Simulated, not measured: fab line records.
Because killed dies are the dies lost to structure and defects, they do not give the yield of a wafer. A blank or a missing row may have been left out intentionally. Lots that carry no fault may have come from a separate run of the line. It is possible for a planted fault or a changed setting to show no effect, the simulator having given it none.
The tool behind it: which one? :: flow sky130 :: 10 lots, 30 wafers sampled, at 7 steps of a route of 708

## WHAT THE GAUGES READ, wafer by wafer
SKY_LOCAL_INTERCONNECT_RS_MEAS_01: uses a four-point probe to measure. Usual: LOCAL_INTERCONNECT_TIN_RS gives 14.09 ohm/sq (standard deviation 0.14).
lot: L943
measured: day 29 23:33
on: filmMetro-02
LOCAL_INTERCONNECT_TIN_RS (ohm/sq): 14.26 14.30 14.19
flag: 

lot: L944
measured: day 30 06:35
on: filmMetro-04
LOCAL_INTERCONNECT_TIN_RS (ohm/sq): 14.08 14.07 14.10
flag: 

lot: L945
measured: day 30 18:01
on: filmMetro-04
LOCAL_INTERCONNECT_TIN_RS (ohm/sq): 14.04 14.04 14.07
flag: 

lot: L949
measured: day 32 10:36
on: filmMetro-01
LOCAL_INTERCONNECT_TIN_RS (ohm/sq): 13.50 13.91 13.56
flag: OFF

lot: L957
measured: day 34 22:12
on: filmMetro-02
LOCAL_INTERCONNECT_TIN_RS (ohm/sq): 14.10 14.08 14.10
flag: 

lot: L959
measured: day 35 05:02
on: filmMetro-01
LOCAL_INTERCONNECT_TIN_RS (ohm/sq): 13.72 13.90 13.89
flag: 

lot: L960
measured: day 35 16:44
on: filmMetro-04
LOCAL_INTERCONNECT_TIN_RS (ohm/sq): 14.00 13.97 13.95
flag: 

lot: L961
measured: day 36 05:26
on: filmMetro-01
LOCAL_INTERCONNECT_TIN_RS (ohm/sq): 14.09 14.06 13.97
flag: 

lot: L962
measured: day 36 08:08
on: filmMetro-01
LOCAL_INTERCONNECT_TIN_RS (ohm/sq): 14.18 14.08 14.15
flag: 

lot: L963
measured: day 36 15:31
on: filmMetro-01
LOCAL_INTERCONNECT_TIN_RS (ohm/sq): 14.03 14.13 13.96
flag: 

SKY_LOCAL_INTERCONNECT_THK_MEAS_02: measures by xrf. Usual: LOCAL_INTERCONNECT_TIN_THK gives 100.4 nm (standard deviation 0.99).
lot: L943
measured: day 29 23:38
on: filmMetro-02
LOCAL_INTERCONNECT_TIN_THK (nm): 99.8 99.8 100.2
flag: 

lot: L944
measured: day 30 06:43
on: filmMetro-04
LOCAL_INTERCONNECT_TIN_THK (nm): 100.4 100.1 100.1
flag: 

lot: L945
measured: day 30 18:08
on: filmMetro-04
LOCAL_INTERCONNECT_TIN_THK (nm): 100.6 101.2 100.5
flag: 

lot: L949
measured: day 32 10:43
on: filmMetro-01
LOCAL_INTERCONNECT_TIN_THK (nm): 104.3 101.5 103.9
flag: 

lot: L957
measured: day 34 22:19
on: filmMetro-02
LOCAL_INTERCONNECT_TIN_THK (nm): 100.7 100.7 100.5
flag: 

lot: L959
measured: day 35 05:08
on: filmMetro-01
LOCAL_INTERCONNECT_TIN_THK (nm): 102.8 101.7 101.3
flag: 

lot: L960
measured: day 35 16:50
on: filmMetro-04
LOCAL_INTERCONNECT_TIN_THK (nm): 101.0 101.2 101.6
flag: 

lot: L961
measured: day 36 05:32
on: filmMetro-01
LOCAL_INTERCONNECT_TIN_THK (nm): 99.7 100.2 100.9
flag: 

lot: L962
measured: day 36 08:14
on: filmMetro-01
LOCAL_INTERCONNECT_TIN_THK (nm): 98.9 99.5 99.7
flag: 

lot: L963
measured: day 36 15:37
on: filmMetro-01
LOCAL_INTERCONNECT_TIN_THK (nm): 100.4 99.6 100.3
flag: 

SKY_CONTACT_BOW_MEAS_05. Usual: CONTACT_BOW gives 83 um (standard deviation 7.4).
lot: L943
measured: day 31 04:44
on: filmMetro-03
CONTACT_BOW (um): 100 77 86
flag: 

lot: L944
measured: day 31 11:07
on: filmMetro-01
CONTACT_BOW (um): 80 89 79
flag: 

lot: L945
measured: day 31 22:50
on: filmMetro-02
CONTACT_BOW (um): 70 87 78
flag: 

lot: L949
measured: day 33 15:02
on: filmMetro-02
CONTACT_BOW (um): 92 85 82
flag: 

lot: L957
measured: day 36 01:50
on: filmMetro-02
CONTACT_BOW (um): 78 83 74
flag: 

lot: L959
measured: day 36 08:39
on: filmMetro-01
CONTACT_BOW (um): 85 81 83
flag: 

lot: L960
measured: day 36 20:17
on: filmMetro-02
CONTACT_BOW (um): 63 77 72
flag: 

lot: L961
measured: day 37 08:58
on: filmMetro-03
CONTACT_BOW (um): 69 78 99
flag: 

lot: L962
measured: day 37 11:34
on: filmMetro-02
CONTACT_BOW (um): 85 77 70
flag: 

lot: L963
measured: day 37 19:02
on: filmMetro-01
CONTACT_BOW (um): 86 77 93
flag: 

## WHAT TOOL EACH LOT RAN ON (gives the tool, then ch and the chambers of the sampled wafers, and finally the start)
lot: L943
SKY_SD_N_RTA_14: rtpAnneal-01 ch 0, day 28 16:55
SKY_LI_CONTACT_SPUTTER_19: pvdSputter-01, day 29 22:41
SKY_LOCAL_INTERCONNECT_SPUTTER_00: pvdSputter-01, day 29 23:26
SKY_LOCAL_INTERCONNECT_METAL_ETCH_14: rieMetal-02 ch 1, day 31 03:20

lot: L944
SKY_SD_N_RTA_14: rtpAnneal-02 ch 0, day 29 00:13
SKY_LI_CONTACT_SPUTTER_19: pvdSputter-02, day 30 05:47
SKY_LOCAL_INTERCONNECT_SPUTTER_00: pvdSputter-04, day 30 06:32
SKY_LOCAL_INTERCONNECT_METAL_ETCH_14: rieMetal-01 ch 0, day 31 09:53

lot: L945
SKY_SD_N_RTA_14: rtpAnneal-01 ch 0, day 29 11:53
SKY_LI_CONTACT_SPUTTER_19: pvdSputter-03, day 30 17:13
SKY_LOCAL_INTERCONNECT_SPUTTER_00: pvdSputter-03, day 30 17:57
SKY_LOCAL_INTERCONNECT_METAL_ETCH_14: rieMetal-01 ch 0,1, day 31 21:38

lot: L949
SKY_SD_N_RTA_14: rtpAnneal-01 ch 0, day 31 05:32
SKY_LI_CONTACT_SPUTTER_19: pvdSputter-03, day 32 09:46
SKY_LOCAL_INTERCONNECT_SPUTTER_00: pvdSputter-04, day 32 10:31
SKY_LOCAL_INTERCONNECT_METAL_ETCH_14: rieMetal-04 ch 0, day 33 13:51

lot: L957
SKY_SD_N_RTA_14: rtpAnneal-01 ch 0, day 33 17:50
SKY_LI_CONTACT_SPUTTER_19: pvdSputter-01, day 34 21:23
SKY_LOCAL_INTERCONNECT_SPUTTER_00: pvdSputter-03, day 34 22:07
SKY_LOCAL_INTERCONNECT_METAL_ETCH_14: rieMetal-01 ch 0, day 36 00:38

lot: L959
SKY_SD_N_RTA_14: rtpAnneal-01 ch 0, day 33 23:48
SKY_LI_CONTACT_SPUTTER_19: pvdSputter-01, day 35 04:11
SKY_LOCAL_INTERCONNECT_SPUTTER_00: pvdSputter-03, day 35 04:55
SKY_LOCAL_INTERCONNECT_METAL_ETCH_14: rieMetal-04 ch 0,1, day 36 07:26

lot: L960
SKY_SD_N_RTA_14: rtpAnneal-02 ch 0, day 34 11:31
SKY_LI_CONTACT_SPUTTER_19: pvdSputter-03, day 35 15:53
SKY_LOCAL_INTERCONNECT_SPUTTER_00: pvdSputter-04, day 35 16:38
SKY_LOCAL_INTERCONNECT_METAL_ETCH_14: rieMetal-02 ch 0,1, day 36 19:05

lot: L961
SKY_SD_N_RTA_14: rtpAnneal-01 ch 0, day 35 00:29
SKY_LI_CONTACT_SPUTTER_19: pvdSputter-03, day 36 04:35
SKY_LOCAL_INTERCONNECT_SPUTTER_00: pvdSputter-04, day 36 05:20
SKY_LOCAL_INTERCONNECT_METAL_ETCH_14: rieMetal-01 ch 0,1, day 37 07:46

lot: L962
SKY_SD_N_RTA_14: rtpAnneal-02 ch 0, day 35 02:59
SKY_LI_CONTACT_SPUTTER_19: pvdSputter-03, day 36 07:17
SKY_LOCAL_INTERCONNECT_SPUTTER_00: pvdSputter-01, day 36 08:02
SKY_LOCAL_INTERCONNECT_METAL_ETCH_14: rieMetal-04 ch 0,1, day 37 10:20

lot: L963
SKY_SD_N_RTA_14: rtpAnneal-02 ch 0, day 35 11:05
SKY_LI_CONTACT_SPUTTER_19: pvdSputter-03, day 36 14:41
SKY_LOCAL_INTERCONNECT_SPUTTER_00: pvdSputter-01, day 36 15:26
SKY_LOCAL_INTERCONNECT_METAL_ETCH_14: rieMetal-02 ch 0,1, day 37 17:50
- SKY_SD_N_RTA_14: time 2 s.
- SKY_LI_CONTACT_SPUTTER_19: material Ti, target thk 20 nm, time 106.37 s.
- SKY_LOCAL_INTERCONNECT_SPUTTER_00: material TiN, target thk 100 nm, time 83.3 s.
- SKY_LOCAL_INTERCONNECT_METAL_ETCH_14: etches TiN in Cl2/BCl3, stops on PSG, target depth 110 nm, time 31.4 s.

## AS READ BY THE TOOLS THEMSELVES (means over the sampled wafers that have a number; for cases with no such wafer, the mark the record gives instead)
SKY_SD_N_RTA_14. Usual: lampPowerPct 15.73 %, standard deviation 0.051; wafer_temp_C_max 1078.1, standard deviation 1.4.
lot: L943
tool: rtpAnneal-01
lampPowerPct (%): 15.77
wafer_temp_C_max: 1077.2
flag: 

lot: L944
tool: rtpAnneal-02
lampPowerPct (%): 15.73
wafer_temp_C_max: 1077.9
flag: 

lot: L945
tool: rtpAnneal-01
lampPowerPct (%): 15.77
wafer_temp_C_max: 1077.2
flag: 

lot: L949
tool: rtpAnneal-01
lampPowerPct (%): 15.74
wafer_temp_C_max: 1079.0
flag: 

lot: L957
tool: rtpAnneal-01
lampPowerPct (%): 15.71
wafer_temp_C_max: 1077.2
flag: 

lot: L959
tool: rtpAnneal-01
lampPowerPct (%): 15.72
wafer_temp_C_max: 1078.0
flag: 

lot: L960
tool: rtpAnneal-02
lampPowerPct (%): 15.75
wafer_temp_C_max: 1077.5
flag: 

lot: L961
tool: rtpAnneal-01
lampPowerPct (%): 15.74
wafer_temp_C_max: 1077.5
flag: 

lot: L962
tool: rtpAnneal-02
lampPowerPct (%): 15.79
wafer_temp_C_max: 1077.1
flag: 

lot: L963
tool: rtpAnneal-02
lampPowerPct (%): 15.69
wafer_temp_C_max: 1078.1
flag: 

SKY_LI_CONTACT_SPUTTER_19. Usual: cathodeDcPowerW 2500.0 W, standard deviation 0.49; throttleValvePct 29.7 %, standard deviation 0.66.
lot: L943
tool: pvdSputter-01
cathodeDcPowerW (W): 2500.1
throttleValvePct (%): 29.5
flag: 

lot: L944
tool: pvdSputter-02
cathodeDcPowerW (W): 2500.0
throttleValvePct (%): 30.2
flag: 

lot: L945
tool: pvdSputter-03
cathodeDcPowerW (W): 2499.8
throttleValvePct (%): 29.3
flag: 

lot: L949
tool: pvdSputter-03
cathodeDcPowerW (W): 2500.4
throttleValvePct (%): 29.6
flag: 

lot: L957
tool: pvdSputter-01
cathodeDcPowerW (W): 2499.7
throttleValvePct (%): 29.5
flag: 

lot: L959
tool: pvdSputter-01
cathodeDcPowerW (W): 2500.3
throttleValvePct (%): 29.8
flag: 

lot: L960
tool: pvdSputter-03
cathodeDcPowerW (W): 2499.6
throttleValvePct (%): 29.3
flag: 

lot: L961
tool: pvdSputter-03
cathodeDcPowerW (W): 2499.8
throttleValvePct (%): 28.9
flag: 

lot: L962
tool: pvdSputter-03
cathodeDcPowerW (W): 2499.7
throttleValvePct (%): 29.7
flag: 

lot: L963
tool: pvdSputter-03
cathodeDcPowerW (W): 2500.4
throttleValvePct (%): 29.8
flag: 

SKY_LOCAL_INTERCONNECT_SPUTTER_00. Usual: cathodeDcPowerW 6499.9 W, standard deviation 1.1; throttleValvePct 30.0 %, standard deviation 1.2.
lot: L943
tool: pvdSputter-01
cathodeDcPowerW (W): 6500.1
throttleValvePct (%): 30.1
flag: 

lot: L944
tool: pvdSputter-04
cathodeDcPowerW (W): 6500.2
throttleValvePct (%): 31.4
flag: 

lot: L945
tool: pvdSputter-03
cathodeDcPowerW (W): 6499.3
throttleValvePct (%): 29.6
flag: 

lot: L949
tool: pvdSputter-04
cathodeDcPowerW (W): 6499.8
throttleValvePct (%): 30.7
flag: 

lot: L957
tool: pvdSputter-03
cathodeDcPowerW (W): 6499.9
throttleValvePct (%): 29.2
flag: 

lot: L959
tool: pvdSputter-03
cathodeDcPowerW (W): 6500.2
throttleValvePct (%): 29.3
flag: 

lot: L960
tool: pvdSputter-04
cathodeDcPowerW (W): 6499.9
throttleValvePct (%): 31.6
flag: 

lot: L961
tool: pvdSputter-04
cathodeDcPowerW (W): 6499.2
throttleValvePct (%): 31.1
flag: 

lot: L962
tool: pvdSputter-01
cathodeDcPowerW (W): 6500.7
throttleValvePct (%): 29.2
flag: 

lot: L963
tool: pvdSputter-01
cathodeDcPowerW (W): 6500.1
throttleValvePct (%): 29.0
flag: 

SKY_LOCAL_INTERCONNECT_METAL_ETCH_14. Usual: drypumpMotorCurrentA 5.7 A, standard deviation 0.52; oesProductAu 0.943 a.u., standard deviation 0.0066; rfFwdPowerW 890 W, standard deviation 4.2; throttleValvePct 21.899 %, standard deviation 0.0097.
lot: L943
tool: rieMetal-02
drypumpMotorCurrentA (A): 5.4
oesProductAu (a.u.): 0.944
rfFwdPowerW (W): 891
throttleValvePct (%): 21.908
flag: 

lot: L944
tool: rieMetal-01
drypumpMotorCurrentA (A): 6.4
oesProductAu (a.u.): 0.943
rfFwdPowerW (W): 892
throttleValvePct (%): 21.896
flag: 

lot: L945
tool: rieMetal-01
drypumpMotorCurrentA (A): 5.4
oesProductAu (a.u.): 0.946
rfFwdPowerW (W): 885
throttleValvePct (%): 21.898
flag: 

lot: L949
tool: rieMetal-04
drypumpMotorCurrentA (A): 5.7
oesProductAu (a.u.): 0.955
rfFwdPowerW (W): 883
throttleValvePct (%): 21.886
flag: 

lot: L957
tool: rieMetal-01
drypumpMotorCurrentA (A): 6.4
oesProductAu (a.u.): 0.940
rfFwdPowerW (W): 892
throttleValvePct (%): 21.895
flag: 

lot: L959
tool: rieMetal-04
drypumpMotorCurrentA (A): 6.0
oesProductAu (a.u.): 0.953
rfFwdPowerW (W): 885
throttleValvePct (%): 21.884
flag: 

lot: L960
tool: rieMetal-02
drypumpMotorCurrentA (A): 5.3
oesProductAu (a.u.): 0.946
rfFwdPowerW (W): 893
throttleValvePct (%): 21.898
flag: 

lot: L961
tool: rieMetal-01
drypumpMotorCurrentA (A): 5.9
oesProductAu (a.u.): 0.944
rfFwdPowerW (W): 888
throttleValvePct (%): 21.904
flag: 

lot: L962
tool: rieMetal-04
drypumpMotorCurrentA (A): 6.0
oesProductAu (a.u.): 0.940
rfFwdPowerW (W): 889
throttleValvePct (%): 21.902
flag: 

lot: L963
tool: rieMetal-02
drypumpMotorCurrentA (A): 5.4
oesProductAu (a.u.): 0.941
rfFwdPowerW (W): 891
throttleValvePct (%): 21.898
flag: 

## THE ANSWER, worked out from the rows above alone
Rule: a lot counts as off when the mean over its wafers that have a number is more than 3 standard deviations away from the usual mean. A lot without any number at a reading at which 4 lots or more have one is off too. The other lots that the step has rows for count as sound. Order of review: gauges by route order, followed by the tools' own readings, for which a lot's mean as printed above is used. The first step at which some lot is off is used, and at that step the reading that is off furthest; a lot without a number counts as furthest.
Off: L949, seen at SKY_LOCAL_INTERCONNECT_RS_MEAS_01 (LOCAL_INTERCONNECT_TIN_RS).
If a tool, at a process step before that reading, ran all the lots that are off and no sound lot after the first of them, it fits. The gauges at SKY_LOCAL_INTERCONNECT_RS_MEAS_01 are tried like those tools. Of those tried, none fits.

## WHAT THE SIMULATOR HAD INSERTED
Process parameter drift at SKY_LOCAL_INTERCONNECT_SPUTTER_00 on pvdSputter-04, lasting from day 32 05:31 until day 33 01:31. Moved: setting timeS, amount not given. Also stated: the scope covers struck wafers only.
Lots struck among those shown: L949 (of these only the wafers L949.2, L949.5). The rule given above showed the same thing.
